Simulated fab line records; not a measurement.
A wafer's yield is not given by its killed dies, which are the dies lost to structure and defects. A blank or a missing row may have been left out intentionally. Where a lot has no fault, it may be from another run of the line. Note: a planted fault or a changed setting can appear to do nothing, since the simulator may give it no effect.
Chamber matching	flow gf180mcu	4 sister chambers for GF_V1_CMP_26 on cmp-01
The step polishes, stops on SiO2, t overpolish 15 s, target thk 0 nm. 4 wafers are shown with their chamber, then 12 later ones without.

== WAFERS, EACH WITH ITS CHAMBER ==
wafer	chamber	motorCurrentA (A)
L089.2	3	8.3
L091.1	2	8.8
L091.3	0	10.1
L091.4	1	11.0

== WAFERS MISSING THEIR CHAMBER ==
wafer	motorCurrentA (A)
L093.2	11.0
L093.3	10.3
L093.4	8.7
L094.1	10.4
L094.2	10.7
L094.3	9.0
L096.1	8.2
L096.2	10.2
L096.5	8.3
L095.1	11.1
L095.3	10.1
L095.5	8.2

== WHICH CHAMBER EACH WENT THROUGH ==
wafer	from the rows above	in truth
L093.2	1	1
L093.3	0	0
L093.4	can't be placed: 2 or 3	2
L094.1	can't be placed: 0 or 1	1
L094.2	can't be placed: 1 or 0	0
L094.3	2	2
L096.1	3	3
L096.2	0	0
L096.5	3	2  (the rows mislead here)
L095.1	1	1
L095.3	0	0
L095.5	3	3
8 of 12 placed correctly. Cannot be placed on the basis of these rows: 3; the candidates contain the true chamber in 3. Wrongly placed: 1.
How it was worked out, from the rows above alone: a wafer's distance from a chamber is the root of the sum, over the readings, of the square of ((its reading less the chamber's mean) divided by the reading's scatter). If the next closest chamber is less than 2 further off than the closest, the wafer can't be placed; otherwise it belongs to the closest. For every chamber, the mean is computed from those of its wafers that are shown. The scatter: root of mean squared gap, hidden wafer to nearest shown wafer, with one shown wafer a chamber.
